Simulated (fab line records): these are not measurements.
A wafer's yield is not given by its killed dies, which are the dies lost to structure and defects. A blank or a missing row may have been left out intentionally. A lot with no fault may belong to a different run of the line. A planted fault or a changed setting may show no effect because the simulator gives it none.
fab line records	flow sky130
record lots=7	wafers=21	last_day=50
route steps=708 shown SONOS_TUNNEL@156 SONOS_ONO@168 PAD_OPEN@708
lots untouched by any fault: they come from a run of this same line in which no faults occurred
start_h: hours from the record's opening day to when the first of the lot's shown wafers began	wait_h: time in hours since the lot's previous step	" identical to the entry in the row above	L1.1+2: a row that stands for several wafers	- value missing, or start not given	* or withheld: withheld	< > ~ a bound
route shown NAME@n: a module of which the file shows steps, and the number in the route of the first	usual: mean/standard deviation taken from wafers without a fault	same: alike in all rows	chamber/n: place in a boat	sites: per-site readings	_std_site: the values' standard deviation	_edge_site: the outer-site mean with the inner-site mean subtracted	radius_mm: for every site, how far away it sits from the centre of the wafer	mask NAME#n: copy n	behind: the most recent tool/chamber to have shaped the wafer	hold: cause of the lot's hold/its duration in hours/its outcome	device: names the non-switching transistor (n, p or np)	end of line: the tests these same wafers got at the end of their route	step lacking rows: just its recipe	killed: dies lost to structure and defects at the first sort, not the wafer's yield	map: a wafer's dies, marking killed ones x, the rest . and places with no die _
set.NAME: setting as actually run; set.NAME@STEP: the setting as run at that earlier step	model.NAME: the simulator's own value behind a step, which no gauge read
a table for each step, a row for each wafer; lots at some steps of the route
services: a tool's chamber out of use, with start hour (start_h, from the record's first day; less than 0 if before it), hours out, and reason
## steps
# step SKY_SONOS_TUNNEL_COAT_02
# recipe resist=NOVOLAK	spin_rpm=3000	resist_thk_nm=1140
# step SKY_SONOS_TUNNEL_SOFTBAKE_03
# recipe temp_c=90	time_s=60	resist=NOVOLAK
# step SKY_SONOS_TUNNEL_EXPOSE_04
# recipe mask_id=TUNM	na=0.6	source_shape=conventional	sigma_outer=0.6	polarization=unpolarized	target_cd_nm=410	dose_mj=136
# step SKY_SONOS_TUNNEL_PEB_05
# recipe temp_c=withheld	time_s=*	resist=NOVOLAK
# step SKY_SONOS_TUNNEL_DEVELOP_06
# recipe resist=NOVOLAK	developer=TMAH	develop_time_s=60	dev_temp_c=23
# step SKY_SONOS_TUNNEL_CD_MEAS_07
# recipe target_cd_nm=410
# usual cd_nm=410.3/2.1
lot.wafer	tool	chamber	start_h	wait_h	cd_nm
L731.1	cd_sem-01	-	243.83	0.1	409.2
L731.4	"	-	"	"	410.6
L731.6	"	-	"	"	408.9
L732.2	cd_sem-01	-	259.81	0.1	408.6
L732.4	"	-	"	"	407.6
L732.5	"	-	"	"	406.7
L734.2	cd_sem-02	-	270.78	0.3	412.0
L734.3	"	-	"	"	412.3
L734.4	"	-	"	"	413.4
L735.2	cd_sem-02	-	279.85	0.1	411.7
L735.4	"	-	"	"	413.0
L735.6	"	-	"	"	408.4
L736.4	cd_sem-02	-	289.65	0.1	408.6
L736.5	"	-	"	"	408.6
L736.6	"	-	"	"	407.7
L740.1	cd_sem-02	-	325.67	0.1	414.7
L740.5	"	-	"	"	412.3
L740.6	"	-	"	"	412.5
L742.2	cd_sem-01	-	335.09	0.1	409.7
L742.3	"	-	"	"	410.8
L742.5	"	-	"	"	410.8
# step SKY_SONOS_TUNNEL_OVL_MEAS_08
# usual SONOS_TUNNEL_OVL=-1.8/1.3
lot.wafer	tool	chamber	start_h	wait_h	SONOS_TUNNEL_OVL[nm]
L731.1	overlay-02	-	243.95	0.1	-2.3
L731.4	"	-	"	"	-0.8
L731.6	"	-	"	"	-1.7
L732.2	overlay-02	-	259.91	0.1	-0.1
L732.4	"	-	"	"	-0.4
L732.5	"	-	"	"	-1.8
L734.2	overlay-01	-	270.89	0.1	-2.2
L734.3	"	-	"	"	-1.1
L734.4	"	-	"	"	-2.9
L735.2	overlay-01	-	279.95	0.1	2.1
L735.4	"	-	"	"	0.6
L735.6	"	-	"	"	0.1
L736.4	overlay-01	-	289.73	0.1	-1.9
L736.5	"	-	"	"	-1.1
L736.6	"	-	"	"	-2.3
L740.1	overlay-01	-	325.79	0.1	-3.9
L740.5	"	-	"	"	-4.5
L740.6	"	-	"	"	-4.1
L742.2	overlay-01	-	335.20	0.1	-0.1
L742.3	"	-	"	"	-0.8
L742.5	"	-	"	"	-1.2
# step SKY_SONOS_TUNNEL_IMPLANT_09
# recipe species=B	energy_kev=20	dose_cm2=1e+12	tilt_deg=withheld
# step SKY_SONOS_TUNNEL_WET_ETCH_10
# recipe chemistry=dHF	target_depth_nm=14	target=SiO2	dilution=100:1	temp_c=25	time_s=280
# step SKY_SONOS_TUNNEL_STRIP_11
# recipe chemistry=SPM	time_s=600	temp_c=130
# step SKY_SONOS_TUNNEL_TW_MEAS_12
# usual SONOS_TUNNEL_TW=199.4/0.99
lot.wafer	tool	chamber	start_h	wait_h	SONOS_TUNNEL_TW
L731.1	film_metro-04	-	244.57	0.0	200.4
L731.4	"	-	"	"	200.7
L731.6	"	-	"	"	199.9
L732.2	film_metro-01	-	260.42	0.0	198.5
L732.4	"	-	"	"	199.1
L732.5	"	-	"	"	197.7
L734.2	film_metro-04	-	271.34	0.0	198.4
L734.3	"	-	"	"	197.8
L734.4	"	-	"	"	198.4
L735.2	film_metro-04	-	280.58	0.0	198.1
L735.4	"	-	"	"	198.3
L735.6	"	-	"	"	200.0
L736.4	film_metro-01	-	290.71	0.0	199.0
L736.5	"	-	"	"	199.3
L736.6	"	-	"	"	199.1
L740.1	film_metro-03	-	326.24	0.0	200.6
L740.5	"	-	"	"	200.9
L740.6	"	-	"	"	200.2
L742.2	film_metro-01	-	335.65	0.0	199.8
L742.3	"	-	"	"	199.2
L742.5	"	-	"	"	200.0
# step SKY_SONOS_TUNNEL_CLEAN_13
# recipe chemistry=dHF	time_s=20	dilution=100:1	dry=ipa_marangoni
# step SKY_SONOS_ONO_OXIDATION_00
# recipe temp_c=800	ambient=O2	idle_temp_c=700	ramp_up_c_per_min=10	ramp_down_c_per_min=3	stabilise_s=600	purge_s=300	target_thk_a=26	ox_time_s=1249
# usual ox_temp_c=800.0/0.33
# same stabilise_s=600
lot.wafer	tool	chamber	start_h	wait_h	ox_temp_c
L731.1	furnace-01	0	245.53	0.9	800.3
L731.4	"	0	"	"	800.4
L731.6	"	0	"	"	800.3
L732.2	furnace-02	0	261.77	1.3	799.5
L732.4	"	0	"	"	799.6
L732.5	"	0	"	"	799.4
L735.2	furnace-01	0	281.89	1.3	799.8
L735.4	"	0	"	"	800.1
L735.6	"	0	"	"	800.2
L734.2	furnace-02	0	333.46	62.0	799.7
L734.3	"	0	"	"	800.3
L734.4	"	0	"	"	799.9
L742.2	furnace-01	0	336.50	0.8	800.7
L742.3	"	0	"	"	799.9
L742.5	"	0	"	"	800.4
L736.4	furnace-02	0	351.63	60.9	800.1
L736.5	"	0	"	"	799.8
L736.6	"	0	"	"	799.7
L740.1	furnace-01	0	386.63	60.3	799.8
L740.5	"	0	"	"	800.0
L740.6	"	0	"	"	800.2
# step SKY_SONOS_ONO_THK_MEAS_01
# recipe reads=SiO2_of_SONOS_ONO_OXIDATION_00
# usual SONOS_ONO_OXIDATION_THK=2.58/0.04
lot.wafer	tool	chamber	start_h	wait_h	SONOS_ONO_OXIDATION_THK[nm]
L731.1	film_metro-04	-	246.88	0.0	2.65
L731.4	"	-	"	"	2.63
L731.6	"	-	"	"	2.63
L732.2	film_metro-02	-	263.13	0.0	2.58
L732.4	"	-	"	"	2.62
L732.5	"	-	"	"	2.67
L735.2	film_metro-02	-	283.25	0.0	2.51
L735.4	"	-	"	"	2.54
L735.6	"	-	"	"	2.58
L734.2	film_metro-01	-	334.82	0.0	2.55
L734.3	"	-	"	"	2.59
L734.4	"	-	"	"	2.56
L742.2	film_metro-02	-	337.86	0.0	2.66
L742.3	"	-	"	"	2.56
L742.5	"	-	"	"	2.57
L736.4	film_metro-02	-	353.01	0.0	2.57
L736.5	"	-	"	"	2.59
L736.6	"	-	"	"	2.62
L740.1	film_metro-02	-	387.98	0.0	2.59
L740.5	"	-	"	"	2.59
L740.6	"	-	"	"	2.61
# step SKY_PAD_OPEN_PROBE_99
# usual killed_at_M0_to_M3=43/6.4	killed_at_M4_up=3.2/1.8	killed_at_contacts=25/5.8	killed_at_front_end=16/4.1	killed_at_other=0.2/0.47	killed_dies=88/9.9	killed_open=47/7.3	killed_short=40/7.1
# same gross_dies=492	killed_at_back_side=0
lot.wafer	tool	chamber	start_h	wait_h	killed_at_M0_to_M3	killed_at_M4_up	killed_at_contacts	killed_at_front_end	killed_at_other	killed_dies	killed_open	killed_short	model.etest.cap_ono.gate_bv_v	model.etest.sonos_baked.vt_v	model.etest.sonos_baked.vt_less_v
L731.1	prober-01	-	1067.76	0.1	39	3	28	9	0	79	44	35	16.62	1.026	-0.4394
L731.4	prober-01	-	1067.91	0.2	39	2	20	13	0	74	38	36	16.43	0.9944	-0.4379
L731.6	prober-01	-	1068.01	0.2	44	2	25	15	1	87	43	44	15.84	0.9786	-0.5127
L732.2	prober-02	-	1076.96	0.1	50	5	25	17	0	97	50	47	15.82	0.9482	-0.5949
L732.4	prober-02	-	1077.06	0.2	46	1	34	15	1	97	55	41	15.5	1.015	-0.4616
L732.5	prober-02	-	1077.11	0.2	43	3	23	11	0	80	48	32	16.21	1.035	-0.485
L735.2	prober-01	-	1091.96	0.1	47	4	24	15	0	90	50	40	15.64	1.099	-0.5268
L735.4	prober-01	-	1092.06	0.2	54	2	24	26	1	107	60	47	16.24	1.061	-0.5777
L735.6	prober-01	-	1092.16	0.2	48	4	18	11	0	81	47	34	16.52	1.01	-0.5901
L742.2	prober-02	-	1135.68	0.1	37	6	18	22	0	83	48	35	15.88	1.044	-0.5342
L742.3	prober-02	-	1135.73	0.2	38	3	21	15	0	77	42	35	15.71	1.029	-0.5394
L742.5	prober-02	-	1135.83	0.2	41	4	24	20	0	89	48	40	16.36	1.046	-0.5184
L736.4	prober-02	-	1160.82	0.2	29	6	24	24	0	83	40	43	14.53	0.9291	-0.6054
L736.5	prober-02	-	1160.87	0.2	44	3	21	8	0	76	31	45	14.69	0.9299	-0.5323
L736.6	prober-02	-	1160.92	0.2	37	4	24	14	0	79	45	34	15.11	0.9047	-0.5999
L740.1	prober-02	-	1192.82	0.1	39	2	26	13	1	81	48	33	15.04	0.8853	-0.635
L740.5	prober-02	-	1193.02	0.2	43	3	28	12	0	86	49	37	15.01	0.9164	-0.635
L740.6	prober-02	-	1193.07	0.2	43	5	29	8	0	85	45	40	14.8	0.9397	-0.6489
# killed by level:class
L731.1 CONTACT:geometric_particle:open=13 VIA1:geometric_particle:open=7 LI_CONTACT:geometric_particle:open=6 METAL1:geometric_particle:short=6 VIA2:geometric_particle:open=6 FIELD_ISO:geometric_particle:short=4 CONTACT:geometric_particle:short=4 VIA1:geometric_particle:short=4
L731.4 LI_CONTACT:geometric_particle:open=7 VIA1:geometric_particle:open=7 METAL2:geometric_particle:short=6 CONTACT:geometric_particle:open=5 METAL1:geometric_particle:short=5 VIA2:geometric_particle:open=5 VIA1:geometric_particle:short=4 CONTACT:geometric_particle:short=4
L731.6 VIA1:geometric_particle:open=9 CONTACT:geometric_particle:open=8 LOCAL_INTERCONNECT:geometric_particle:short=7 VIA2:geometric_particle:open=7 CONTACT:geometric_particle:short=5 VIA3:geometric_particle:open=5 FIELD_ISO:geometric_particle:short=4 POLY_GATE:geometric_particle:short=4
L732.2 VIA1:geometric_particle:open=13 METAL2:geometric_particle:short=8 VIA2:geometric_particle:short=7 LI_CONTACT:geometric_particle:open=7 CONTACT:geometric_particle:open=7 FIELD_ISO:geometric_particle:open=5 CONTACT:geometric_particle:short=5 FIELD_ISO:geometric_particle:short=4
L732.4 CONTACT:geometric_particle:open=12 VIA2:geometric_particle:open=11 LI_CONTACT:geometric_particle:open=8 VIA1:geometric_particle:open=8 CONTACT:geometric_particle:short=6 VIA3:geometric_particle:open=6 FIELD_ISO:geometric_particle:open=5 FIELD_ISO:geometric_particle:short=5
L732.5 CONTACT:geometric_particle:open=12 VIA1:geometric_particle:open=12 VIA2:geometric_particle:open=7 VIA1:geometric_particle:short=6 METAL2:geometric_particle:short=6 LI_CONTACT:geometric_particle:open=5 FIELD_ISO:geometric_particle:short=3 POLY_GATE:geometric_particle:short=3
L735.2 VIA2:geometric_particle:open=11 CONTACT:geometric_particle:open=10 VIA3:geometric_particle:open=9 METAL2:geometric_particle:short=8 VIA1:geometric_particle:open=6 LI_CONTACT:geometric_particle:short=5 FIELD_ISO:geometric_particle:short=4 LI_CONTACT:geometric_particle:open=4
L735.4 VIA1:geometric_particle:open=11 VIA3:geometric_particle:open=10 CONTACT:geometric_particle:open=9 POLY_GATE:geometric_particle:short=8 METAL1:geometric_particle:short=8 FIELD_ISO:geometric_particle:open=7 LI_CONTACT:geometric_particle:open=6 VIA3:geometric_particle:short=6
L735.6 VIA1:geometric_particle:open=10 LI_CONTACT:geometric_particle:open=8 VIA3:geometric_particle:open=8 METAL1:geometric_particle:short=7 METAL2:geometric_particle:short=7 CONTACT:geometric_particle:open=6 POLY_CUT:geometric_particle:open=4 POLY_GATE:geometric_particle:open=3
L742.2 VIA1:geometric_particle:open=12 VIA2:geometric_particle:open=7 LI_CONTACT:geometric_particle:open=6 FIELD_ISO:geometric_particle:short=5 FIELD_ISO:geometric_particle:open=5 CONTACT:geometric_particle:open=5 VIA3:geometric_particle:open=5 VIA2:geometric_particle:short=5
L742.3 VIA1:geometric_particle:open=10 LI_CONTACT:geometric_particle:open=7 VIA1:geometric_particle:short=6 CONTACT:geometric_particle:open=5 METAL2:geometric_particle:short=5 FIELD_ISO:geometric_particle:open=4 FIELD_ISO:geometric_particle:short=4 VIA2:geometric_particle:open=4
L742.5 VIA3:geometric_particle:open=11 POLY_GATE:geometric_particle:short=7 VIA1:geometric_particle:open=7 LI_CONTACT:geometric_particle:open=6 METAL2:geometric_particle:short=6 CONTACT:geometric_particle:open=6 FIELD_ISO:geometric_particle:short=4 FIELD_ISO:geometric_particle:open=4
L736.4 CONTACT:geometric_particle:short=7 CONTACT:geometric_particle:open=7 POLY_GATE:geometric_particle:short=5 POLY_GATE:geometric_particle:open=5 LI_CONTACT:geometric_particle:open=5 METAL2:geometric_particle:short=5 FIELD_ISO:geometric_particle:short=4 METAL3:geometric_particle:short=4
L736.5 VIA1:geometric_particle:open=13 LOCAL_INTERCONNECT:geometric_particle:short=7 CONTACT:geometric_particle:open=7 VIA3:geometric_particle:short=6 METAL1:geometric_particle:short=5 VIA1:geometric_particle:short=4 METAL4:geometric_particle:short=3 CONTACT:geometric_particle:short=3
L736.6 CONTACT:geometric_particle:open=10 VIA1:geometric_particle:open=9 CONTACT:geometric_particle:short=7 METAL1:geometric_particle:short=6 VIA2:geometric_particle:open=6 LI_CONTACT:geometric_particle:open=5 VIA1:geometric_particle:short=5 VIA3:geometric_particle:open=5
L740.1 CONTACT:geometric_particle:open=11 LI_CONTACT:geometric_particle:open=7 VIA1:geometric_particle:open=7 POLY_GATE:geometric_particle:open=6 METAL1:geometric_particle:short=6 VIA1:geometric_particle:short=4 VIA2:geometric_particle:open=4 FIELD_ISO:geometric_particle:short=3
L740.5 VIA1:geometric_particle:open=12 CONTACT:geometric_particle:open=11 LI_CONTACT:geometric_particle:open=9 METAL1:geometric_particle:short=8 VIA2:geometric_particle:open=8 FIELD_ISO:geometric_particle:short=6 VIA1:geometric_particle:short=6 VIA3:geometric_particle:open=5
L740.6 CONTACT:geometric_particle:open=10 VIA1:geometric_particle:open=10 METAL1:geometric_particle:short=9 CONTACT:geometric_particle:short=7 VIA3:geometric_particle:open=7 METAL2:geometric_particle:short=6 LI_CONTACT:geometric_particle:open=5 VIA2:geometric_particle:open=5
## services
tool	chamber	start_h	hours	kind
furnace-02	-	223.90	3.3	pm
furnace-02	-	235.84	4.2	pm
furnace-01	-	268.90	3.2	pm
## key
first_sign step=SKY_SONOS_ONO_OXIDATION_00	reading=wait_h	direction=changed
effect none on later readings
model_effect step=SKY_PAD_OPEN_PROBE_99	value=etest.cap_ono.gate_bv_v	without=16.14	struck=14.86
met_at SKY_SONOS_ONO_OXIDATION_00
struck_wafers L734.2,L734.3,L734.4,L736.4,L736.5,L736.6,L740.1,L740.5,L740.6
rows_end L734.2,L734.3,L734.4
tester_left_out L736,L740
fault kind=queue_time_violation	tool=furnace-01,furnace-02	chamber=0	onset_h=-	steps=SKY_SONOS_ONO_OXIDATION_00	delay_hr=60	scope=struck_lots_only
# tester_left_out: of these lots the tester's yield and bins aren't shown, on N5 and GAA mostly nor the transistor test; their killed dies are dies lost to structure and defects alone, not to doping, threshold or leakage, so they don't give the yield
# rows_end: these wafers met a further fault down the route, and their rows from its step on are left out
